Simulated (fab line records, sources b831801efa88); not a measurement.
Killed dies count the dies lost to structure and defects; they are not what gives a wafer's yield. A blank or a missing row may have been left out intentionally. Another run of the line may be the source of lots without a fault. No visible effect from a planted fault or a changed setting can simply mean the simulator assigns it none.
Which tool did it? / flow gf180mcu / 6 lots, 18 wafers sampled, at 2 steps of a route of 602

## WHAT EACH GAUGE READ, for each wafer
GF_PSD_RS_MEAS_14: the measuring method here is four-point-probe.
lot=L309; measured=day 15 03:17; on=film_metro-04; NSD_RS (ohm/sq)=46.17 46.15 46.19
lot=L313; measured=day 16 20:53; on=film_metro-02; NSD_RS (ohm/sq)=46.03 46.09 46.17
lot=L315; measured=day 17 09:21; on=film_metro-01; NSD_RS (ohm/sq)=46.17 46.03 46.08
lot=L317; measured=day 18 05:56; on=film_metro-01; NSD_RS (ohm/sq)=46.06 46.07 46.15
lot=L320; measured=day 19 04:07; on=film_metro-01; NSD_RS (ohm/sq)=44.11 43.94 44.18
lot=L326; measured=day 21 02:50; on=film_metro-04; NSD_RS (ohm/sq)=46.35 46.34 46.20

## WHICH TOOL RAN EACH LOT (tool, then ch and the chambers of the sampled wafers, then the start)
lot=L309; GF_PSD_RTA_13=rtp_anneal-01 ch 0, day 15 03:12
lot=L313; GF_PSD_RTA_13=rtp_anneal-02 ch 0, day 16 20:47
lot=L315; GF_PSD_RTA_13=rtp_anneal-02 ch 0, day 17 09:16
lot=L317; GF_PSD_RTA_13=rtp_anneal-01 ch 0, day 18 05:50
lot=L320; GF_PSD_RTA_13=rtp_anneal-02 ch 0, day 19 04:01
lot=L326; GF_PSD_RTA_13=rtp_anneal-01 ch 0, day 21 02:44
- GF_PSD_RTA_13: time 20 s.

## THE ANSWER, worked out from the rows above alone
Rule: the lots themselves supply what counts as usual. Put in order of their means at a reading, lots are off if they are a third of the lots or fewer, leave a main group of 4 or more, and stand apart from it by a gap of 3 or more times the standard deviation of the main group's means; of several such gaps the widest counts. Not used: any main group whose means are identical at the precision the tables above print for the reading. A lot without any number at a reading at which 4 lots or more have one is off too. Any other lot the step has rows for is counted as sound.
Off: L320, at GF_PSD_RS_MEAS_14 (NSD_RS). The main group has a mean of 46.15 ohm/sq with a standard deviation of 0.079.
A tool fits if, at a process step before that reading, it ran every lot that is off, and no sound lot after the first of them. Gauges at GF_PSD_RS_MEAS_14: tried the same way as those tools. Undecided on this evidence; 2 tools fit (rtp_anneal-02 at GF_PSD_RTA_13, film_metro-01 at GF_PSD_RS_MEAS_14).

## WHAT HAD BEEN PUT IN BY THE SIMULATOR
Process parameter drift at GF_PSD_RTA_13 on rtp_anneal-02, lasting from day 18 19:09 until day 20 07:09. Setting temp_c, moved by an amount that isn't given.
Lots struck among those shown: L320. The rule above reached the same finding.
